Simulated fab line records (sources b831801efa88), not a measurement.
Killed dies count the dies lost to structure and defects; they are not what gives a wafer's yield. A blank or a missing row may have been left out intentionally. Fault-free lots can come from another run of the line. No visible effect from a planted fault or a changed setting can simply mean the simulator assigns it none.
Commonality check across tools	flow gf180mcu	Sampled: 11 lots, 33 wafers

## WHY THIS WAS OPENED
At GF_VT_IMPLANT_TW_MEAS_43 the reading VT_IMPLANT_4_TW is flagged on 2 of 11 lots. Fault-free wafers read 693, with a standard deviation of 4.4.
Rule: a lot is flagged in two cases, either no wafer of it has a number, or all its wafers with numbers fall more than 4 standard deviations from that mean. All remaining lots are regarded as sound.

lot	measured	on	VT_IMPLANT_4_TW, wafer by wafer	flag
L494	day 8 06:02	film-metro-02	689 692 688	
L497	day 9 02:30	film-metro-03	695 697 697	
L498	day 9 10:03	film-metro-02	695 691 690	
L499	day 9 13:49	film-metro-02	30 30 30	FLAGGED
L500	day 10 02:41	film-metro-02	30 30 30	FLAGGED
L502	day 11 01:52	film-metro-02	693 687 690	
L506	day 12 02:22	film-metro-02	687 683 690	
L508	day 12 09:14	film-metro-02	687 688 691	
L511	day 13 02:35	film-metro-02	694 695 701	
L512	day 13 19:41	film-metro-03	695 699 698	
L514	day 14 08:34	film-metro-04	695 696 697	
Averaged over the flagged lots the numbers come to 30, -663 from the usual (-99 or more standard deviations).

## WHICH TOOL EACH LOT WENT THROUGH
2 process steps preceding the reading are held in the record, out of 602 steps in the route. Each cell gives the tool, then ch followed by the chambers the sampled wafers passed through, then the start.
lot	flag	GF_VT_IMPLANT_STRIP_31	GF_VT_IMPLANT_STRIP_42
L494		plasma-asher-01 ch 0,1, day 7 13:20	plasma-asher-01 ch 0,1, day 8 05:56
L497		plasma-asher-02 ch 0,1, day 8 10:05	plasma-asher-02 ch 0, day 9 02:23
L498		plasma-asher-01 ch 0,1, day 8 16:50	plasma-asher-03 ch 0,1, day 9 09:56
L499	FLAGGED	plasma-asher-03 ch 0,1, day 8 21:13	plasma-asher-02 ch 0,1, day 9 13:44
L500	FLAGGED	plasma-asher-03 ch 0, day 9 09:02	plasma-asher-01 ch 0,1, day 10 02:35
L502		plasma-asher-02 ch 0,1, day 10 07:35	plasma-asher-02 ch 0,1, day 11 01:45
L506		plasma-asher-03 ch 0,1, day 11 06:49	plasma-asher-02 ch 0,1, day 12 02:14
L508		plasma-asher-03 ch 0,1, day 11 13:44	plasma-asher-03 ch 0,1, day 12 09:08
L511		plasma-asher-03 ch 0,1, day 12 07:11	plasma-asher-02 ch 0,1, day 13 02:29
L512		plasma-asher-01 ch 0,1, day 12 23:41	plasma-asher-02 ch 0,1, day 13 19:35
L514		plasma-asher-03 ch 0,1, day 13 11:46	plasma-asher-01 ch 0,1, day 14 08:29
What is done by these steps:
- GF_VT_IMPLANT_STRIP_31: strips in O2/N2.
- GF_VT_IMPLANT_STRIP_42: strips in O2/N2.
- GF_VT_IMPLANT_TW_MEAS_43

## FLAGGED OVER TOTAL, TOOL BY TOOL (the gauges that took the reading come last)
step	tool	lots run	flagged	share of the flagged lots	sound lots run after its first flagged lot
GF_VT_IMPLANT_STRIP_31	plasma-asher-01	3	0	none	-
GF_VT_IMPLANT_STRIP_31	plasma-asher-02	2	0	none	-
GF_VT_IMPLANT_STRIP_31	plasma-asher-03	6	2	all	4 (L506,L508,L511,L514)
GF_VT_IMPLANT_STRIP_42	plasma-asher-01	3	1	some	1 (L514)
GF_VT_IMPLANT_STRIP_42	plasma-asher-02	6	1	some	4 (L502,L506,L511,L512)
GF_VT_IMPLANT_STRIP_42	plasma-asher-03	2	0	none	-
GF_VT_IMPLANT_TW_MEAS_43	film-metro-02	8	2	all	4 (L502,L506,L508,L511)
GF_VT_IMPLANT_TW_MEAS_43	film-metro-03	2	0	none	-
GF_VT_IMPLANT_TW_MEAS_43	film-metro-04	1	0	none	-

## WHAT IS ALLOWED BY THE TABLE
2 rows of the table ran every flagged lot: plasma-asher-03 at GF_VT_IMPLANT_STRIP_31, film-metro-02 at GF_VT_IMPLANT_TW_MEAS_43.
- plasma-asher-03 at GF_VT_IMPLANT_STRIP_31 ran 6 lots, 2 of them flagged. After the first flagged lot (L506, L508, L511, L514), sound lots still ran on it; a lasting fault on the whole tool would not permit that. On the flagged lots its readings are blank where sound lots have values: chamber-pressure-mTorr, drypump-motor-current-A, heater-power-w, n2-flow-sccm and 2 more.
- film-metro-02 at GF_VT_IMPLANT_TW_MEAS_43 ran 8 lots, 2 of them flagged. After the first flagged lot (L502, L506, L508, L511), sound lots still ran on it; a lasting fault on the whole tool would not permit that.
No row of the table ran every flagged lot and no sound lot after the first.

## WHAT HAD BEEN PUT IN BY THE SIMULATOR
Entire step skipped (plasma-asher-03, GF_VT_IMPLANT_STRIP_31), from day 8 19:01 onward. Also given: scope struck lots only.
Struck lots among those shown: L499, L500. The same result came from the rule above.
